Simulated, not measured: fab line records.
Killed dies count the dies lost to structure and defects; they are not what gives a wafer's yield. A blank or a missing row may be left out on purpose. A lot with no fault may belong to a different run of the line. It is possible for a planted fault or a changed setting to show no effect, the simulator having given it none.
8D (eight disciplines) problem report, filled in by code	flow sky130	the parts of the form that need people (team, actions taken, sign-off) are left out

## 1. WHAT IS WRONG
Wafers without a fault read 409.5 nm, standard deviation 2.6; cdNm at SKY_SONOS_ONO_CD_MEAS_13 reads a mean of 335.8 nm on 3 wafers belonging to 2 lots. Measured from the usual mean, that is -28 standard deviations.
The step: target cd 410 nm.
First seen on wafer L704.5, day 14 07:37, on cdSem-02. The record has a number at this step for 37 wafers belonging to 13 lots. The rule behind "out" and "out of limits": a value lying over 4 standard deviations away from the usual mean. The other wafers with a number count as sound.

## 2. WHAT THIS IS AND IS NOT
question	is	is not
which readings at this step	cdNm	-
which lots	L704, L705	L698, L699, L700, L702, L703, L712, L714, L715, L717, L718, L720
which wafers of those lots	L704.5, L704.6, L705.5	L705.4
read on which gauges	cdSem-02	cdSem-01
when	from day 14 07:37	up to then (15 sound wafers); but 19 sound wafers of L705, L712, L714, L715, L717, L718, L720 came after

## 3. THE SUSPECTS, EACH WITH WHAT RULES IT OUT
Counting: any tool at a process step up to the reading remains a suspect provided it ran every lot that is out. Sound lots after the first of them don't rule it out here, since some wafers of a struck lot are sound.
- the gauge at SKY_SONOS_ONO_CD_MEAS_13: ruled out. All the wafers that are out were read on cdSem-02, but those of them that SKY_PAD_OPEN_PROBE_99 has rows for are out there too, on other tools.
- ilineStepper-02 at SKY_SONOS_ONO_EXPOSE_10 (exposes mask ONOM, target cd 410 nm): kept. Every lot that is out went through it, the first being L704 (day 13 18:45); the last sound lot it ran before that was L702 (day 13 05:30).
After counting, what remains is ilineStepper-02 at SKY_SONOS_ONO_EXPOSE_10.

## 4. THE CAUSE (what the simulator had put in)
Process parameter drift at SKY_SONOS_ONO_EXPOSE_10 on ilineStepper-02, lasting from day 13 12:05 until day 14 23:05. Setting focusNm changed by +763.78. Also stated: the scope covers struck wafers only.
Counting left only this tool.

## 5. THE CHAIN OF EFFECTS, in route order
Each row: a reading whose mean over the struck wafers that have a number lies more than 3 standard deviations from the usual. Only readings whose record carries a usual standard deviation are examined. hours: median over the lots of the time between each lot's start at the first step of this table that gives one and its start at this step. sigmas: the change, counted in usual standard deviations.
hours	step	reading	usual	on struck wafers	change	sigmas
0	SKY_SONOS_ONO_CD_MEAS_13	cdNm	409.5 nm	335.8	-73.7	-28
780	SKY_PAD_OPEN_PROBE_99	killedAtFrontEnd	16	242	+226	+51
780	SKY_PAD_OPEN_PROBE_99	killedDies	86	315	+229	+24
780	SKY_PAD_OPEN_PROBE_99	killedOnRim	17	34	+17	+4.3
Its process steps:
- SKY_PAD_OPEN_PROBE_99
Later measuring or inspecting steps at which every struck wafer that the step has a row for has a number for every such reading, and none has moved that far: SKY_GATE_OXIDE_OVL_MEAS_10.

## 6. HOW IT WOULD HAVE BEEN CAUGHT EARLIER
The first out-of-limits reading at a measuring or inspecting step in this record came at day 14 07:37, 20 hours after the fault's start at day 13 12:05.
Lots out: 2; all had begun SKY_SONOS_ONO_EXPOSE_10 on ilineStepper-02 by day 14 07:37. None of them would have been spared by holding the tool at that moment.
